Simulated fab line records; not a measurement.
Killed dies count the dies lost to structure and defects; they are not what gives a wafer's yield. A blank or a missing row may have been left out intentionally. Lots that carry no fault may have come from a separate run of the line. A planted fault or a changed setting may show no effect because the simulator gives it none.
Matching of chambers | flow sky130 | SKY_CAP2M_CVD_00 on pecvd-01 has 3 sister chambers
The step deposits SiO2, target thk 15.5 nm. 3 wafers are shown with their chamber, then 9 later ones without.

== WAFERS WITH THEIR CHAMBER ==
wafer  | chamber | heater_power_w (W)
L087.1 | 0       | 712
L087.3 | 1       | 764
L087.6 | 2       | 761

== WAFERS WITH NO CHAMBER GIVEN ==
wafer  | heater_power_w (W)
L089.1 | 735
L089.2 | 776
L089.5 | 731
L091.1 | 786
L091.3 | 749
L091.6 | 795
L094.2 | 757
L094.5 | 781
L094.6 | 774

== EACH ONE'S CHAMBER ==
wafer  | from the rows above          | in truth
L089.1 | can't be placed: 0 or 2 or 1 | 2
L089.2 | can't be placed: 1 or 2      | 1
L089.5 | can't be placed: 0 or 2 or 1 | 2
L091.1 | can't be placed: 1 or 2      | 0
L091.3 | can't be placed: 2 or 1 or 0 | 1
L091.6 | can't be placed: 1 or 2      | 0
L094.2 | can't be placed: 2 or 1      | 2
L094.5 | can't be placed: 1 or 2      | 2
L094.6 | can't be placed: 1 or 2      | 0
Placed correctly: 0 of 9. Cannot be placed on the basis of these rows: 9; the candidates contain the true chamber in 6. Number placed wrongly: 0.
How it was worked out, from the rows above alone: a wafer's distance from a chamber is the root of the sum, over the readings, of the square of ((its reading less the chamber's mean) divided by the reading's scatter). The wafer belongs to the nearest chamber; if the next one is less than 2 further off, it can't be placed. Each chamber's mean is taken over the wafers shown for it. The scatter: root of mean squared gap, hidden wafer to nearest shown wafer, with one shown wafer a chamber.
